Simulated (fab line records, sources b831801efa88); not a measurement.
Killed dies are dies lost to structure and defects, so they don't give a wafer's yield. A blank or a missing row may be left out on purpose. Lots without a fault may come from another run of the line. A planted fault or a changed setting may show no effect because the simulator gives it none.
Chamber matching | flow sky130 | SKY_FIELD_ISO_CMP_27 on cmp-01: 4 sister chambers
The step polishes, stops on Si3N4, t overpolish 16 s, target thk 457.8 nm. 18 wafers are shown with their chamber, then 9 later ones without.

WAFERS WITH THEIR CHAMBER
wafer  | chamber | motor_current_A (A) | time_to_endpoint_s (s) | overpolish_run_s (s)
L659.4 | 3       | 12.2                | 110                    | 16.002
L659.5 | 3       | 12.9                | 109                    | 16.002
L659.6 | 0       | 12.5                | 109                    | 15.996
L663.2 | 0       | 12.4                | 105                    | 15.998
L663.3 | 3       | 12.4                | 107                    | 16.016
L663.6 | 1       | 12.3                | 112                    | 15.988
L665.4 | 2       | 12.0                | 115                    | 16.019
L665.5 | 2       | 11.2                | 113                    | 15.992
L665.6 | 1       | 12.6                | 110                    | 15.982
L667.1 | 3       | 12.6                | 105                    | 16.002
L667.2 | 2       | 11.5                | 111                    | 16.001
L667.3 | 1       | 13.2                | 108                    | 15.989
L669.1 | 2       | 11.8                | 115                    | 15.992
L669.2 | 1       | 12.1                | 114                    | 15.998
L669.5 | 1       | 12.4                | 115                    | 15.996
L671.3 | 2       | 11.2                | 117                    | 16.010
L671.4 | 3       | 12.8                | 115                    | 16.002
L671.6 | 3       | 11.9                | 113                    | 16.007

SIGNATURES (means of the wafers above)
reading            | chamber 0 | chamber 1 | chamber 2 | chamber 3 | scatter within a chamber
motor_current_A    | 12.450    | 12.520    | 11.540    | 12.467    | 0.372
time_to_endpoint_s | 107.00    | 111.80    | 114.20    | 109.83    | 3.05
overpolish_run_s   | 15.99700  | 15.99060  | 16.00280  | 16.00517  | 0.00793
Rule: a wafer's distance from a chamber is the root of the sum, over the readings, of the square of ((its reading less the chamber's mean) divided by the reading's scatter). The wafer belongs to the nearest chamber; if the next one is less than 2 further off, it can't be placed. The scatter: the root of (the sum of the squares of (reading less its chamber's mean) over the shown wafers, divided by (wafers less chambers)).

WAFERS WITHOUT THEIR CHAMBER
wafer  | motor_current_A (A) | time_to_endpoint_s (s) | overpolish_run_s (s)
L672.2 | 11.9                | 110                    | 16.002
L672.4 | 11.8                | 112                    | 15.994
L672.6 | 12.6                | 111                    | 15.987
L674.1 | 12.1                | 114                    | 15.979
L674.5 | 11.4                | 114                    | 16.011
L674.6 | 12.5                | 116                    | 15.998
L677.1 | 12.5                | 113                    | 16.021
L677.4 | 12.0                | 109                    | 15.998
L677.6 | 12.6                | 112                    | 16.007

WHICH CHAMBER EACH WENT THROUGH
wafer  | from the rows above               | in truth
L672.2 | can't be placed: 3 or 2 or 0 or 1 | 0
L672.4 | can't be placed: 2 or 1 or 3 or 0 | 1
L672.6 | can't be placed: 1 or 0 or 3      | 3
L674.1 | can't be placed: 1 or 2 or 0 or 3 | 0
L674.5 | 2                                 | 2
L674.6 | can't be placed: 1 or 3 or 2 or 0 | 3
L677.1 | can't be placed: 3 or 2 or 0 or 1 | 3
L677.4 | can't be placed: 0 or 3 or 1 or 2 | 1
L677.6 | can't be placed: 3 or 1 or 0      | 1
Placed correctly: 1 of 9. Can't be placed from these rows: 8 (the true chamber is among the candidates in 8). Placed wrongly: 0.
